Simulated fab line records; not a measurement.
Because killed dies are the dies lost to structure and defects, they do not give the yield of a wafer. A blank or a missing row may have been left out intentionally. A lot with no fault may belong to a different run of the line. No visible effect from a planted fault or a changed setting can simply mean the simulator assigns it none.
The same fault as seen by 2 desks || flow gf180mcu || every desk sees just its own numbers, and what lay behind them comes last

TOOL OWNER'S DESK, pecvd-04
The tool's own readings at GF_V1_CVD_02 (deposits SiO2 from TEOS, target thk 850 nm, time 94.851 s): means of the sampled wafers that have a number, for each lot that ran on this tool. Any lot whose mean is over 4 standard deviations away from the usual mean is out of limits and marked OUT; that distance is given in the brackets.
Columns: A = heaterPowerW at GF_V1_CVD_02, usual 659 W
{"lot": "L209", "first seen here": "day 18 02:02", "A": 653}
{"lot": "L211", "first seen here": "day 19 01:53", "A": 639}
{"lot": "L216", "first seen here": "day 20 22:37", "A": 669}
{"lot": "L218", "first seen here": "day 21 15:29", "A": 696}
{"lot": "L223", "first seen here": "day 23 09:21", "A": 676}
{"lot": "L225", "first seen here": "day 23 23:04", "A": 641}
This desk's finding: nothing out of limits on any of the 6 lots.

THE METROLOGY DESK
Means of the sampled wafers that have a number, per lot and without regard to the tool the lot ran on: this is what the gauges read. Any lot whose mean is over 4 standard deviations away from the usual mean is out of limits and marked OUT; that distance is given in the brackets.
Columns: A = V1_CVD_02_THK at GF_V1_THK_MEAS_03, usual 853 nm
{"lot": "L206", "first seen here": "day 17 02:23", "A": 845}
{"lot": "L207", "first seen here": "day 17 10:13", "A": 859}
{"lot": "L208", "first seen here": "day 17 22:33", "A": 844}
{"lot": "L209", "first seen here": "day 18 02:08", "A": 857}
{"lot": "L211", "first seen here": "day 19 01:58", "A": 858}
{"lot": "L213", "first seen here": "day 20 03:59", "A": 858}
{"lot": "L214", "first seen here": "day 20 07:27", "A": 842}
{"lot": "L215", "first seen here": "day 20 15:58", "A": 860}
{"lot": "L216", "first seen here": "day 20 22:41", "A": 854}
{"lot": "L217", "first seen here": "day 21 07:16", "A": 852}
{"lot": "L218", "first seen here": "day 21 15:33", "A": 841}
{"lot": "L222", "first seen here": "day 23 02:22", "A": 848}
{"lot": "L223", "first seen here": "day 23 09:26", "A": "1006 (+14) OUT"}
{"lot": "L225", "first seen here": "day 23 23:08", "A": "1162 (+28) OUT"}
This desk's result: L223, L225 out of limits, first on L223 (V1_CVD_02_THK at GF_V1_THK_MEAS_03), day 23 09:26. L206, L207, L208, L209, L211, L213, L214, L215, L216, L217, L218, L222 stayed within limits.

BROUGHT TOGETHER
On L223, L225, the metrology desk was in a position to raise an alarm at day 23 09:26.
The tool owner's desk saw nothing out of limits.
The tool owner's desk has L223, L225 on record, within its limits.
Of the lots named, all ran GF_V1_CVD_02 on pecvd-04.

WHAT WAS PUT IN BY THE SIMULATOR
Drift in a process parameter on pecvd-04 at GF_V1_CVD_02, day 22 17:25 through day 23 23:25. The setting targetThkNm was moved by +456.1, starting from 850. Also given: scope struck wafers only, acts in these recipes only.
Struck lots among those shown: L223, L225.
Delay in hours, fault start to first out-of-limits reading, per desk: metrology desk 16.
